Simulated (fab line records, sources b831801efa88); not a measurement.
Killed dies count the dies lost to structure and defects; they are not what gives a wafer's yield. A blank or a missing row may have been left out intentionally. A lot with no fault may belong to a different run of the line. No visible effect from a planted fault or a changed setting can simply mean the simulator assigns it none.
2 desks looking at one fault + flow sky130 + numbers are kept per desk, each desk with only its own; the story behind them comes last

== AT THE METROLOGY DESK ==
Lot by lot, what the gauges showed, no matter which tool ran the lot: averages of those sampled wafers that carry a number. If a lot's mean is further than 4 standard deviations from the usual mean, the lot is out of limits and carries the mark OUT (the distance appears in the brackets).
Columns: A = LI_CONTACT_W_THK at SKY_LI_CONTACT_THK_MEAS_23, usual 410 nm; B = LOCAL_INTERCONNECT_TIN_RS at SKY_LOCAL_INTERCONNECT_RS_MEAS_01, usual 14.06 ohm/sq
| lot  | first seen here | A   | B     |
|------|-----------------|-----|-------|
| L280 | day 29 03:46    | 411 | 13.97 |
| L282 | day 29 23:31    | 405 | 14.23 |
| L285 | day 31 01:19    | 414 | 14.11 |
| L286 | day 31 11:29    | 409 | 13.67 |
| L287 | day 31 18:49    | 406 | 14.13 |
| L289 | day 32 04:33    | 410 | 14.05 |
| L291 | day 33 04:24    | 408 | 14.07 |
| L292 | day 33 06:33    | 412 | 14.14 |
| L296 | day 34 17:50    | 409 | 14.03 |
| L297 | day 34 21:05    | 415 | 14.23 |
| L298 | day 34 22:12    | 414 | 14.02 |
| L301 | day 36 05:12    | 416 | 13.93 |
| L302 | day 36 09:11    | 412 | 14.26 |
Finding of this desk: none of the 13 lots has anything out of limits.

== DESK OF THE TOOL OWNER: rie metal-03 ==
The tool's own readings at SKY_LOCAL_INTERCONNECT_ETCH_13 (etches BARC in N2/H2, stops on SiO2, time 45.9 s, target depth 60 nm): means of the sampled wafers that have a number, for each lot that ran on this tool. If a lot's mean is further than 4 standard deviations from the usual mean, the lot is out of limits and carries the mark OUT (the distance appears in the brackets).
Columns: A = drypump motor current A at SKY_LOCAL_INTERCONNECT_ETCH_13, usual 5.9 A; B = oes product au at SKY_LOCAL_INTERCONNECT_ETCH_13, usual 0.854 a.u.; C = run length s at SKY_LOCAL_INTERCONNECT_ETCH_13, usual 74.4 s; D = throttle valve pct at SKY_LOCAL_INTERCONNECT_ETCH_13, usual 13.227 %
| lot  | first seen here | A   | B                | C    | D      |
|------|-----------------|-----|------------------|------|--------|
| L282 | day 31 04:42    | 5.6 | 0.853            | 74.4 | 13.217 |
| L285 | day 32 04:56    | 5.5 | 0.855            | 74.5 | 13.234 |
| L287 | day 32 22:26    | 5.3 | 0.855            | 74.8 | 13.228 |
| L291 | day 34 07:35    | 5.6 | 0.856            | 74.4 | 13.228 |
| L296 | day 35 20:59    | 5.1 | 0.882 (+5.8) OUT | 73.4 | 13.237 |
| L297 | day 35 23:44    | 5.1 | 0.906 (+11) OUT  | 71.9 | 13.229 |
Finding of this desk: L296, L297 out of limits; the first was L296 at day 35 20:59, on oes product au at SKY_LOCAL_INTERCONNECT_ETCH_13. L282, L285, L287, L291: within limits.

== PUT TOGETHER ==
On L296, L297, at day 35 20:59, an alarm was possible from the tool owner's desk.
Metrology desk: nothing out of limits seen.
The metrology desk has L296, L297 on record, within its limits.
Every lot named ran SKY_LOCAL_INTERCONNECT_ETCH_13 on rie metal-03.

== WHAT THE SIMULATOR PUT IN ==
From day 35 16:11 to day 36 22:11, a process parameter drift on rie metal-03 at SKY_LOCAL_INTERCONNECT_ETCH_13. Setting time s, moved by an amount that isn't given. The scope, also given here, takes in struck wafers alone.
Struck lots among those shown: L296, L297.
Time in hours from fault onset to the first out-of-limits reading at each desk: the tool owner's desk, 5.
